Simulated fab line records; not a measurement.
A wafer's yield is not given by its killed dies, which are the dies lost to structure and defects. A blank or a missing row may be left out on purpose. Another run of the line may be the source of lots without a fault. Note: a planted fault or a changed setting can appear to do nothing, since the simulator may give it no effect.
fab line records + flow gf180mcu
record:
- lots: 6
- wafers: 18
- last-day: 34
route steps=602 shown V2@392
lots that met no fault: from a run of the same line without faults
start-h: start of the lot's first displayed wafer, in hours after the record's first day + wait-h: time in hours since the lot's previous step + " as in the row above + L1.1+2: one row covering several wafers at once + - no value present, or no start provided + * or withheld: withheld + < > ~ a bound
route shown NAME@n: a module of which the file shows steps, and the number in the route of the first + usual: average and standard deviation across the fault-free wafers + same: alike in all rows + chamber/n: place in a boat + sites: readings site by site + _std_site: standard deviation of those values + _edge_site: the outer-site mean with the inner-site mean subtracted + radius-mm: how far each site lies from the wafer's centre + mask NAME#n: copy n + behind: the most recent tool/chamber to have shaped the wafer + hold: what put the lot on hold/how long, in hours/how the hold closed + device: the transistor (n, p or np) that didn't switch + end of line: the tests these same wafers got at the end of their route + step lacking rows: just its recipe + killed: at the first sort, the dies lost to defects and structure; wafer yield is something else + map: per-die view of a wafer (x killed, . not killed, _ where there is no die)
set.NAME: setting as actually run; set.NAME@STEP: the setting as run at that earlier step + model.NAME: the simulator's own value behind a step, which no gauge read
certain route steps with their lots: each step a table, each wafer a row
services: when a tool's chamber went out of use (start-h, in hours from the record's first day, below 0 if earlier), for how many hours, and the reason
== steps ==
step: GF_V2_SOFTBAKE_10
recipe:
- temp-c: 130
- time-s: 60
- resist: KrF
step: GF_V2_EXPOSE_11
recipe:
- mask-id: Via2
- target-cd-nm: 260
- na: 0.68
- source-shape: conventional
- sigma-outer: 0.6
- dose-mj: 38
step: GF_V2_PEB_12
recipe:
- peb-temp-c: 135
- peb-time-s: 90
- resist: KrF
step: GF_V2_DEVELOP_13
recipe:
- develop-time-s: 60
- resist: KrF
- dev-temp-c: 21
step: GF_V2_CD_MEAS_14
recipe:
- target-cd-nm: 260
usual:
- cd-nm: 259.6/1.2
| lot.wafer | tool      | chamber | start-h | wait-h | cd-nm |
|-----------|-----------|---------|---------|--------|-------|
| L744.1    | cd-sem-02 | -       | 475.41  | 0.1    | 259.6 |
| L744.5    | "         | -       | "       | "      | 259.8 |
| L744.6    | "         | -       | "       | "      | 259.5 |
| L753.2    | cd-sem-01 | -       | 559.07  | 0.1    | 258.7 |
| L753.3    | "         | -       | "       | "      | 260.0 |
| L753.5    | "         | -       | "       | "      | 259.9 |
| L755.1    | cd-sem-01 | -       | 567.36  | 0.1    | 260.8 |
| L755.2    | "         | -       | "       | "      | 260.8 |
| L755.3    | "         | -       | "       | "      | 260.4 |
| L758.1    | cd-sem-01 | -       | 598.85  | 0.1    | 259.3 |
| L758.3    | "         | -       | "       | "      | 258.5 |
| L758.6    | "         | -       | "       | "      | 260.2 |
| L762.1    | cd-sem-01 | -       | 620.88  | 0.1    | 259.7 |
| L762.2    | "         | -       | "       | "      | 259.7 |
| L762.6    | "         | -       | "       | "      | 257.5 |
| L764.1    | cd-sem-02 | -       | 636.60  | 0.1    | 259.2 |
| L764.3    | "         | -       | "       | "      | 259.3 |
| L764.6    | "         | -       | "       | "      | 258.5 |
step: GF_V2_OVL_MEAS_15
usual:
- V2_OVL: 2/5.5
| lot.wafer | tool       | chamber | start-h | wait-h | V2_OVL[nm] |
|-----------|------------|---------|---------|--------|------------|
| L744.1    | overlay-02 | -       | 475.53  | 0.1    | -2         |
| L744.5    | "          | -       | "       | "      | 5          |
| L744.6    | "          | -       | "       | "      | 3          |
| L753.2    | overlay-01 | -       | 559.18  | 0.1    | 4          |
| L753.3    | "          | -       | "       | "      | 4          |
| L753.5    | "          | -       | "       | "      | 11         |
| L755.1    | overlay-02 | -       | 567.48  | 0.1    | 10         |
| L755.2    | "          | -       | "       | "      | 18         |
| L755.3    | "          | -       | "       | "      | 14         |
| L758.1    | overlay-02 | -       | 598.97  | 0.1    | 14         |
| L758.3    | "          | -       | "       | "      | 5          |
| L758.6    | "          | -       | "       | "      | 5          |
| L762.1    | overlay-02 | -       | 621.00  | 0.1    | -6         |
| L762.2    | "          | -       | "       | "      | 0          |
| L762.6    | "          | -       | "       | "      | 6          |
| L764.1    | overlay-02 | -       | 636.72  | 0.1    | 1          |
| L764.3    | "          | -       | "       | "      | 1          |
| L764.6    | "          | -       | "       | "      | -2         |
step: GF_V2_ETCH_16
recipe:
- chemistry: N2/H2
- target-depth-a: withheld
- overetch-a: withheld
- time-s: withheld
- target: BARC
- ion-energy-ev: 200
- source-w: 500
- bias-w: 100
- pressure-mtorr: 30
- n2-flow-sccm: 100
- h2-flow-sccm: 200
usual:
- drypump-motor-current-A: 5.9/0.42
- oes-product-au: 0.855/0.0053
- rf-fwd-power-W: 495.0/1.8
- throttle-valve-pct: 13.224/0.0087
| lot.wafer | tool        | chamber | start-h | wait-h | drypump-motor-current-A | oes-product-au | rf-fwd-power-W | throttle-valve-pct |
|-----------|-------------|---------|---------|--------|-------------------------|----------------|----------------|--------------------|
| L744.1    | rie-diel-02 | 3       | 475.56  | 0.0    | 6.3                     | 0.856          | 499.1          | 13.230             |
| L744.5    | "           | 1       | "       | "      | 5.2                     | 0.858          | 493.3          | 13.207             |
| L744.6    | "           | 0       | "       | "      | 5.7                     | 0.855          | 494.2          | 13.232             |
| L753.2    | rie-diel-02 | 0       | 559.21  | 0.0    | 5.7                     | 0.853          | 490.6          | 13.212             |
| L753.3    | "           | 2       | "       | "      | 6.6                     | 0.859          | 495.5          | 13.229             |
| L753.5    | "           | 2       | "       | "      | 6.6                     | 0.849          | 494.3          | 13.236             |
| L755.1    | rie-diel-01 | 2       | 567.51  | 0.0    | 5.9                     | 0.859          | 493.7          | 13.242             |
| L755.2    | "           | 0       | "       | "      | 5.6                     | 0.846          | 494.0          | 13.211             |
| L755.3    | "           | 1       | "       | "      | 5.8                     | 0.845          | 496.3          | 13.220             |
| L758.1    | rie-diel-02 | 3       | 599.01  | 0.0    | 6.3                     | 0.850          | 494.2          | 13.232             |
| L758.3    | "           | 1       | "       | "      | 5.2                     | 0.864          | 494.2          | 13.235             |
| L758.6    | "           | 2       | "       | "      | 6.6                     | 0.855          | 494.3          | 13.228             |
| L762.1    | rie-diel-01 | 3       | 621.04  | 0.0    | 6.2                     | 0.851          | 497.8          | 13.215             |
| L762.2    | "           | 0       | "       | "      | 5.6                     | 0.857          | 493.3          | 13.223             |
| L762.6    | "           | 1       | "       | "      | 5.8                     | 0.851          | 496.0          | 13.242             |
| L764.1    | rie-diel-02 | 2       | 636.76  | 0.0    | 6.6                     | 0.850          | 495.1          | 13.221             |
| L764.3    | "           | 3       | "       | "      | 6.3                     | 0.867          | 495.0          | 13.227             |
| L764.6    | "           | 3       | "       | "      | 6.3                     | 0.851          | 497.6          | 13.236             |
step: GF_V2_ETCH_17
recipe:
- chemistry: C4F8/O2/Ar
- mask-material: KrF
- target: SiO2
- stop-on: TiN
- source-w: 1500
- bias-w: 1200
- pressure-mtorr: 40
- c4f8-flow-sccm: withheld
- O2_flow_sccm: 6
- Ar_flow_sccm: 300
- time-s: withheld
- target-depth-a: 6300
usual:
- oes-product-au: 0.855/0.0044
- rf-fwd-power-W: 1493/5.1
| lot.wafer | tool        | chamber | start-h | wait-h | oes-product-au | rf-fwd-power-W |
|-----------|-------------|---------|---------|--------|----------------|----------------|
| L744.1    | rie-diel-02 | 3       | -       | -      | 0.858          | 1503           |
| L744.5    | "           | 1       | "       | "      | 0.854          | 1502           |
| L744.6    | "           | 0       | "       | "      | 0.856          | 1482           |
| L753.2    | rie-diel-02 | 0       | -       | -      | 0.861          | 1498           |
| L753.3    | "           | 2       | "       | "      | 0.851          | 1492           |
| L753.5    | "           | 2       | "       | "      | 0.858          | 1489           |
| L755.1    | rie-diel-01 | 2       | -       | -      | 0.857          | 1494           |
| L755.2    | "           | 0       | "       | "      | 0.852          | 1487           |
| L755.3    | "           | 1       | "       | "      | 0.856          | 1488           |
| L758.1    | rie-diel-02 | 3       | -       | -      | 0.861          | 1496           |
| L758.3    | "           | 1       | "       | "      | 0.851          | 1492           |
| L758.6    | "           | 2       | "       | "      | 0.855          | 1495           |
| L762.1    | rie-diel-01 | 3       | -       | -      | 0.854          | 1495           |
| L762.2    | "           | 0       | "       | "      | 0.865          | 1490           |
| L762.6    | "           | 1       | "       | "      | 0.858          | 1497           |
| L764.1    | rie-diel-02 | 2       | -       | -      | 0.852          | 1491           |
| L764.3    | "           | 3       | "       | "      | 0.856          | 1491           |
| L764.6    | "           | 3       | "       | "      | 0.850          | 1482           |
step: GF_V2_STRIP_18
recipe:
- chemistry: O2/N2
- power-w: 1400
- pressure-mtorr: 1500
- platen-temp-c: 250
- o2-flow-sccm: 3000
- n2-flow-sccm: 300
- overash-fraction: 0.5
usual:
- drypump-motor-current-A: 5.6/0.35
- heater-power-w: 326/25
- oes-product-au: 0.594/0.0051
| lot.wafer | tool            | chamber | start-h | wait-h | drypump-motor-current-A | heater-power-w | oes-product-au | rf-hours-counter-h |
|-----------|-----------------|---------|---------|--------|-------------------------|----------------|----------------|--------------------|
| L744.1    | plasma-asher-02 | 1       | 475.69  | -      | 6.0                     | 368            | 0.589          | 36                 |
| L744.5    | "               | 1       | "       | "      | 6.0                     | 369            | 0.587          | -                  |
| L744.6    | "               | 0       | "       | "      | 5.9                     | 329            | 0.594          | -                  |
| L753.2    | plasma-asher-03 | 1       | 559.34  | -      | 5.1                     | 312            | 0.583          | 79                 |
| L753.3    | "               | 0       | "       | "      | 5.2                     | 324            | 0.595          | -                  |
| L753.5    | "               | 0       | "       | "      | 5.2                     | 337            | 0.591          | -                  |
| L755.1    | plasma-asher-04 | 1       | 567.64  | -      | 5.3                     | 288            | 0.599          | 18                 |
| L755.2    | "               | 0       | "       | "      | 5.7                     | 322            | 0.591          | 18                 |
| L755.3    | "               | 0       | "       | "      | 5.7                     | 318            | 0.589          | -                  |
| L758.1    | plasma-asher-04 | 1       | 599.14  | -      | 5.2                     | 285            | 0.593          | 21                 |
| L758.3    | "               | 0       | "       | "      | 5.7                     | 315            | 0.590          | -                  |
| L758.6    | "               | 0       | "       | "      | 5.7                     | 314            | 0.583          | -                  |
| L762.1    | plasma-asher-02 | 0       | 621.17  | -      | 5.9                     | 323            | 0.588          | 55                 |
| L762.2    | "               | 1       | "       | "      | 6.0                     | 364            | 0.597          | 55                 |
| L762.6    | "               | 0       | "       | "      | 6.0                     | 321            | 0.587          | -                  |
| L764.1    | plasma-asher-02 | 1       | 636.89  | -      | 6.0                     | 358            | 0.595          | 57                 |
| L764.3    | "               | 0       | "       | "      | 5.9                     | 328            | 0.593          | -                  |
| L764.6    | "               | 0       | "       | "      | 5.9                     | 327            | 0.598          | -                  |
step: GF_V2_STRIP_19
recipe:
- chemistry: post-etch-residue-remover
- time-s: 1200
- temp-c: 72.5
step: GF_V2_CLEAN_20
recipe:
- chemistry: DIW
- dry: n2-spin
step: GF_V2_SPUTTER_21
recipe:
- material: Ti
- target-thk-nm: 15
- chamber-pressure-pa: 5
- power-w: 2500
- substrate-temp-c: 200
- time-s: 80.02
usual:
- throttle-valve-pct: 29.9/0.9
| lot.wafer | tool           | chamber | start-h | wait-h | throttle-valve-pct |
|-----------|----------------|---------|---------|--------|--------------------|
| L744.1    | pvd-sputter-04 | -       | 476.26  | 0.0    | 27.8               |
| L744.5    | "              | -       | "       | "      | 28.1               |
| L744.6    | "              | -       | "       | "      | 28.9               |
| L753.2    | pvd-sputter-03 | -       | 559.88  | 0.0    | 29.6               |
| L753.3    | "              | -       | "       | "      | 30.2               |
| L753.5    | "              | -       | "       | "      | 30.4               |
| L755.1    | pvd-sputter-03 | -       | 568.17  | 0.0    | 29.5               |
| L755.2    | "              | -       | "       | "      | 29.9               |
| L755.3    | "              | -       | "       | "      | 29.0               |
| L758.1    | pvd-sputter-01 | -       | 599.71  | 0.0    | 30.6               |
| L758.3    | "              | -       | "       | "      | 31.7               |
| L758.6    | "              | -       | "       | "      | 30.2               |
| L762.1    | pvd-sputter-04 | -       | 621.70  | 0.0    | 31.2               |
| L762.2    | "              | -       | "       | "      | 30.6               |
| L762.6    | "              | -       | "       | "      | 31.2               |
| L764.1    | pvd-sputter-03 | -       | 637.76  | 0.0    | 29.9               |
| L764.3    | "              | -       | "       | "      | 29.2               |
| L764.6    | "              | -       | "       | "      | 30.2               |
step: GF_V2_SPUTTER_22
recipe:
- material: TiN
- target-thk-nm: 10
- chamber-pressure-pa: 5
- power-w: 4000
- time-s: 40
usual:
- throttle-valve-pct: 29.9/0.91
| lot.wafer | tool           | chamber | start-h | wait-h | throttle-valve-pct | model.TiN_of_V2_SPUTTER_22.thk-nm |
|-----------|----------------|---------|---------|--------|--------------------|-----------------------------------|
| L744.1    | pvd-sputter-04 | -       | 476.32  | 0.0    | 28.2               | 10.09                             |
| L744.5    | "              | -       | "       | "      | 27.7               | 10.06                             |
| L744.6    | "              | -       | "       | "      | 29.1               | 9.932                             |
| L753.2    | pvd-sputter-03 | -       | 559.94  | 0.0    | 29.6               | 15.63                             |
| L753.3    | "              | -       | "       | "      | 30.0               | 15.66                             |
| L753.5    | "              | -       | "       | "      | 30.5               | 15.63                             |
| L755.1    | pvd-sputter-03 | -       | 568.24  | 0.0    | 29.6               | 15.8                              |
| L755.2    | "              | -       | "       | "      | 29.9               | 15.88                             |
| L755.3    | "              | -       | "       | "      | 29.3               | 15.73                             |
| L758.1    | pvd-sputter-01 | -       | 599.77  | 0.0    | 30.5               | 10.18                             |
| L758.3    | "              | -       | "       | "      | 31.4               | 10.3                              |
| L758.6    | "              | -       | "       | "      | 30.0               | 10.2                              |
| L762.1    | pvd-sputter-04 | -       | 621.76  | 0.0    | 31.2               | 9.963                             |
| L762.2    | "              | -       | "       | "      | 30.5               | 10                                |
| L762.6    | "              | -       | "       | "      | 31.5               | 9.832                             |
| L764.1    | pvd-sputter-03 | -       | 637.82  | 0.0    | 30.1               | 10.15                             |
| L764.3    | "              | -       | "       | "      | 28.9               | 10.04                             |
| L764.6    | "              | -       | "       | "      | 30.3               | 10.11                             |
step: GF_V2_CVD_23
recipe:
- material: W
- target-thk-nm: 350
- time-s: 104.94
- temp-c: 400
- pressure-torr: 40
usual:
- heater-power-w: 885/73
| lot.wafer | tool     | chamber | start-h | wait-h | heater-power-w |
|-----------|----------|---------|---------|--------|----------------|
| L744.1    | cvd-w-01 | 0       | 476.36  | 0.0    | 1008           |
| L744.5    | "        | 0       | "       | "      | 959            |
| L744.6    | "        | 1       | "       | "      | 802            |
| L753.2    | cvd-w-02 | 1       | 560.02  | 0.1    | 853            |
| L753.3    | "        | 1       | "       | "      | 834            |
| L753.5    | "        | 1       | "       | "      | 845            |
| L755.1    | cvd-w-02 | 1       | 568.27  | 0.0    | 873            |
| L755.2    | "        | 1       | "       | "      | 852            |
| L755.3    | "        | 1       | "       | "      | 841            |
| L758.1    | cvd-w-02 | 0       | 599.81  | 0.0    | 948            |
| L758.3    | "        | 0       | "       | "      | 928            |
| L758.6    | "        | 1       | "       | "      | 840            |
| L762.1    | cvd-w-01 | 0       | 621.80  | 0.0    | 977            |
| L762.2    | "        | 1       | "       | "      | 800            |
| L762.6    | "        | 1       | "       | "      | 783            |
| L764.1    | cvd-w-01 | 0       | 637.86  | 0.0    | 961            |
| L764.3    | "        | 1       | "       | "      | 804            |
| L764.6    | "        | 1       | "       | "      | 804            |
== services ==
| tool            | chamber | start-h | hours | kind                   |
|-----------------|---------|---------|-------|------------------------|
| rie-diel-01     | 1       | 496.87  | -     | clean                  |
| rie-diel-01     | 1       | 496.87  | 26.5  | scheduled-down         |
| rie-diel-01     | 1       | 496.87  | 26.5  | vent-cycle             |
| rie-diel-02     | -       | 505.90  | 2.8   | pm                     |
| pvd-sputter-01  | -       | 513.31  | 0.9   | repair                 |
| cvd-w-01        | 1       | 517.74  | 15.2  | repair                 |
| rie-diel-01     | -       | 518.11  | 0.9   | repair                 |
| cvd-w-01        | 0       | 544.10  | 4.0   | repair                 |
| cvd-w-02        | 0       | 558.87  | 12.7  | repair                 |
| plasma-asher-03 | -       | 564.13  | 0.7   | repair                 |
| pvd-sputter-04  | 2       | 581.52  | -     | consumable-replace:kit |
| pvd-sputter-04  | 2       | 581.52  | 18.0  | scheduled-down         |
| pvd-sputter-04  | 2       | 581.52  | 18.0  | vent-cycle             |
| cvd-w-01        | -       | 593.54  | 1.8   | repair                 |
| pvd-sputter-04  | -       | 595.49  | 0.8   | repair                 |
| plasma-asher-03 | -       | 601.70  | 17.4  | repair                 |
| rie-diel-01     | 2       | 606.55  | -     | clean                  |
| rie-diel-01     | 2       | 606.55  | 14.8  | scheduled-down         |
| rie-diel-01     | 2       | 606.55  | 14.8  | vent-cycle             |
| plasma-asher-04 | -       | 611.71  | 14.6  | pm                     |
| plasma-asher-03 | -       | 619.07  | 2.8   | pm                     |
| pvd-sputter-01  | -       | 623.27  | 8.7   | repair                 |
| plasma-asher-04 | -       | 636.18  | 4.3   | repair                 |
| rie-diel-01     | 0       | 637.27  | -     | clean                  |
== key ==
first-sign none at tools or gauges
model-effect:
- step: GF_V2_SPUTTER_22
- value: TiN_of_V2_SPUTTER_22.thk-nm
- without: 10.01
- struck: 15.72
met-at GF_V2_SPUTTER_22
struck-wafers L753.2,L753.3,L753.5,L755.1,L755.2,L755.3
fault:
- kind: process-parameter-drift
- tool: pvd-sputter-03
- chamber: -
- onset-h: 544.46
- steps: GF_V2_SPUTTER_22
- channel: target-thk-nm
- offset: 5.7075
- shape: step
- end-h: 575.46
- acts-in: these-recipes-only
- stated: 10
